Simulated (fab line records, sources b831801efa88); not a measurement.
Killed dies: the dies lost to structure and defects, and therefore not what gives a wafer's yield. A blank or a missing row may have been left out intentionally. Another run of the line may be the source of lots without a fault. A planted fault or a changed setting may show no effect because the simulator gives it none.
Which tool was responsible? | flow gf180mcu | 36 wafers from 12 lots sampled at 3 of the route's 602 steps

## WHAT THE GAUGES READ, wafer by wafer
GF_M3_RS_MEAS_05: uses a four-point probe to measure. Usual: for M3_ALCU_RS the level is 0.0698 ohm/sq and the standard deviation is 0.001.
lot  | measured     | on            | M3_ALCU_RS (ohm/sq)  | flag
L578 | day 20 06:53 | film metro-01 | 0.0710 0.0705 0.0692 |
L580 | day 21 03:19 | film metro-02 | 0.0711 0.0708 0.0708 |
L583 | day 22 09:43 | film metro-01 | 0.0689 0.0694 0.0690 |
L584 | day 22 15:54 | film metro-01 | 0.0699 0.0717 0.0718 |
L585 | day 23 00:35 | film metro-01 | 0.0687 0.0691 0.0708 |
L586 | day 23 11:34 | film metro-01 | 0.0689 0.0691 0.0690 |
L587 | day 23 20:09 | film metro-03 | 0.0686 0.0689 0.0703 |
L589 | day 24 18:33 | film metro-02 | 0.0697 0.0701 0.0707 |
L596 | day 26 14:25 | film metro-03 | 0.0686 0.0697 0.0696 |
L599 | day 27 16:18 | film metro-02 | 0.0691 0.0695 0.0689 |
L600 | day 27 19:54 | film metro-02 | 0.0694 0.0697 0.0703 |
L601 | day 27 23:08 | film metro-02 | 0.0687 0.0690 0.0693 |

GF_M3_OVL_MEAS_15. Usual: for M3_OVL the level is -4 nm and the standard deviation is 5.8.
lot  | measured     | on         | M3_OVL (nm) | flag
L578 | day 21 06:26 | overlay-02 | -1 -2 -1    |
L580 | day 22 03:01 | overlay-02 | 5 0 5       |
L583 | day 23 08:58 | overlay-02 | -9 -9 -10   |
L584 | day 23 14:38 | overlay-02 | -11 -2 -4   |
L585 | day 23 22:41 | overlay-02 | -15 -5 -13  |
L586 | day 24 09:44 | overlay-02 | -10 -8 -12  |
L587 | day 24 18:05 | overlay-02 | -7 -11 -11  |
L589 | day 25 15:26 | overlay-02 | -9 -2 -7    |
L596 | day 27 10:17 | overlay-01 | -13 -14 -11 |
L599 | day 28 11:47 | overlay-02 | 8 -1 3      |
L600 | day 28 15:14 | overlay-02 | -2 -3 -4    |
L601 | day 28 18:59 | overlay-02 | -11 -5 -9   |

## EACH LOT AND THE TOOL THAT RAN IT (in order: tool; ch and the chambers of the sampled wafers; start)
lot  | GF_M3_SPUTTER_02
L578 | pvd sputter-02, day 20 06:44
L580 | pvd sputter-02, day 21 03:13
L583 | pvd sputter-04, day 22 09:37
L584 | pvd sputter-02, day 22 15:47
L585 | pvd sputter-01, day 23 00:28
L586 | pvd sputter-04, day 23 11:27
L587 | pvd sputter-04, day 23 20:04
L589 | pvd sputter-04, day 24 18:28
L596 | pvd sputter-01, day 26 14:17
L599 | pvd sputter-02, day 27 16:11
L600 | pvd sputter-02, day 27 19:46
L601 | pvd sputter-01, day 27 23:02
- GF_M3_SPUTTER_02: material AlCu, target thk 450 nm, time 23.9 s.

## WHAT THE TOOLS THEMSELVES READ (means of the sampled wafers that have a number; where no wafer has one, the mark that the record gives instead)
GF_M3_SPUTTER_02. Usual: 29.8 % for throttle valve pct, sd 1.2.
lot  | tool           | throttle valve pct (%) | flag
L578 | pvd sputter-02 | 29.8                   |
L580 | pvd sputter-02 | 30.9                   |
L583 | pvd sputter-04 | 31.4                   |
L584 | pvd sputter-02 | 30.5                   |
L585 | pvd sputter-01 | 28.2                   |
L586 | pvd sputter-04 | 31.1                   |
L587 | pvd sputter-04 | 31.0                   |
L589 | pvd sputter-04 | 31.1                   |
L596 | pvd sputter-01 | 29.2                   |
L599 | pvd sputter-02 | 28.9                   |
L600 | pvd sputter-02 | 29.9                   |
L601 | pvd sputter-01 | 29.0                   |

## THE ANSWER, worked out from the rows above alone
Rule: take the mean of a lot's wafers that have a number; if it is more than 3 standard deviations from the usual mean, the lot is off. A lot without any number at a reading at which 4 lots or more have one is off too. The other lots that the step has rows for count as sound. The gauges are gone through in route order, then the tools' own readings, and for those a lot's mean is taken as printed above. The first step at which some lot is off is used, and at that step the reading that is off furthest; a lot without a number counts as furthest.
Nothing can be told from this: no lot is off at any reading shown.

## WHAT HAD BEEN PUT IN BY THE SIMULATOR
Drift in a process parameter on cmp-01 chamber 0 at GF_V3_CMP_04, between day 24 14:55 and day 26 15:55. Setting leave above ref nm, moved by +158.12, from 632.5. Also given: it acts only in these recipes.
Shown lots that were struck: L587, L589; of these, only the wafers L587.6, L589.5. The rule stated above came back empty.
